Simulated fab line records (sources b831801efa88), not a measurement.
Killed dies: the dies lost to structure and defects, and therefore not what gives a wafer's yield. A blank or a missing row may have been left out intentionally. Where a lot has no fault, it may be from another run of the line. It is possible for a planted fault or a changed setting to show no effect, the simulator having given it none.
Matching of chambers :: flow sky130 :: SKY_FIELD_ISO_CMP_27 on cmp-01: 4 sister chambers
The step polishes, stops on Si3N4, t overpolish 16 s, target thk 457.8 nm. 16 wafers are shown with their chamber, then 8 later ones without.

== EACH WAFER AND ITS CHAMBER ==
wafer: L668.2
chamber: 1
timeToEndpointS (s): 97
motorCurrentA (A): 11.8
overpolishRunS (s): 15.996

wafer: L668.3
chamber: 3
timeToEndpointS (s): 119
motorCurrentA (A): 12.2
overpolishRunS (s): 15.994

wafer: L668.4
chamber: 0
timeToEndpointS (s): 107
motorCurrentA (A): 13.2
overpolishRunS (s): 16.005

wafer: L669.2
chamber: 0
timeToEndpointS (s): 108
motorCurrentA (A): 12.8
overpolishRunS (s): 15.999

wafer: L669.4
chamber: 1
timeToEndpointS (s): 107
motorCurrentA (A): 12.4
overpolishRunS (s): 15.996

wafer: L669.5
chamber: 2
timeToEndpointS (s): 118
motorCurrentA (A): 13.0
overpolishRunS (s): 16.004

wafer: L670.3
chamber: 1
timeToEndpointS (s): 105
motorCurrentA (A): 11.8
overpolishRunS (s): 16.009

wafer: L670.4
chamber: 2
timeToEndpointS (s): 127
motorCurrentA (A): 12.1
overpolishRunS (s): 16.001

wafer: L670.6
chamber: 3
timeToEndpointS (s): 121
motorCurrentA (A): 11.8
overpolishRunS (s): 16.011

wafer: L673.3
chamber: 0
timeToEndpointS (s): 107
motorCurrentA (A): 11.7
overpolishRunS (s): 15.999

wafer: L673.5
chamber: 2
timeToEndpointS (s): 117
motorCurrentA (A): 12.3
overpolishRunS (s): 15.998

wafer: L673.6
chamber: 1
timeToEndpointS (s): 105
motorCurrentA (A): 11.8
overpolishRunS (s): 16.018

wafer: L684.3
chamber: 3
timeToEndpointS (s): 120
motorCurrentA (A): 11.6
overpolishRunS (s): 15.996

wafer: L684.5
chamber: 0
timeToEndpointS (s): 111
motorCurrentA (A): 12.5
overpolishRunS (s): 16.000

wafer: L684.6
chamber: 1
timeToEndpointS (s): 108
motorCurrentA (A): 12.2
overpolishRunS (s): 15.992

wafer: L686.1
chamber: 1
timeToEndpointS (s): 104
motorCurrentA (A): 12.0
overpolishRunS (s): 16.003

SIGNATURES, as means of the wafers listed above
reading: timeToEndpointS
chamber 0: 108.25
chamber 1: 104.33
chamber 2: 120.67
chamber 3: 120.00
scatter within a chamber: 3.52

reading: motorCurrentA
chamber 0: 12.550
chamber 1: 12.000
chamber 2: 12.467
chamber 3: 11.867
scatter within a chamber: 0.425

reading: overpolishRunS
chamber 0: 16.00075
chamber 1: 16.00233
chamber 2: 16.00100
chamber 3: 16.00033
scatter within a chamber: 0.0076
Rule: for each reading, subtract the chamber's mean from the wafer's reading, divide by that reading's scatter and square the result; add these up over the readings and take the root, which gives the wafer's distance from the chamber. If the next closest chamber is less than 2 further off than the closest, the wafer can't be placed; otherwise it belongs to the closest. The scatter: the root of (the sum of the squares of (reading less its chamber's mean) over the shown wafers, divided by (wafers less chambers)).

== WAFERS WITH NO CHAMBER GIVEN ==
wafer: L686.4
timeToEndpointS (s): 126
motorCurrentA (A): 11.9
overpolishRunS (s): 16.016

wafer: L686.5
timeToEndpointS (s): 127
motorCurrentA (A): 11.1
overpolishRunS (s): 15.997

wafer: L687.4
timeToEndpointS (s): 117
motorCurrentA (A): 12.1
overpolishRunS (s): 15.998

wafer: L687.5
timeToEndpointS (s): 108
motorCurrentA (A): 12.6
overpolishRunS (s): 16.001

wafer: L687.6
timeToEndpointS (s): 123
motorCurrentA (A): 11.6
overpolishRunS (s): 15.990

wafer: L690.2
timeToEndpointS (s): 125
motorCurrentA (A): 11.4
overpolishRunS (s): 15.990

wafer: L690.4
timeToEndpointS (s): 115
motorCurrentA (A): 12.8
overpolishRunS (s): 15.994

wafer: L690.5
timeToEndpointS (s): 102
motorCurrentA (A): 11.7
overpolishRunS (s): 15.997

== WHICH CHAMBER EACH ONE RAN IN ==
wafer: L686.4
from the rows above: can't be placed: 3 or 2
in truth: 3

wafer: L686.5
from the rows above: can't be placed: 3 or 2
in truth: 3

wafer: L687.4
from the rows above: can't be placed: 3 or 2 or 0
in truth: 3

wafer: L687.5
from the rows above: can't be placed: 0 or 1
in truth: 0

wafer: L687.6
from the rows above: can't be placed: 3 or 2
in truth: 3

wafer: L690.2
from the rows above: can't be placed: 3 or 2
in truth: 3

wafer: L690.4
from the rows above: can't be placed: 2 or 0 or 3 or 1
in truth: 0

wafer: L690.5
from the rows above: can't be placed: 1 or 0
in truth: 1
Correct placement for 0 of the 8. Not placeable from these rows: 8 (in 8, the candidates include the true chamber). Wrongly placed: 0.
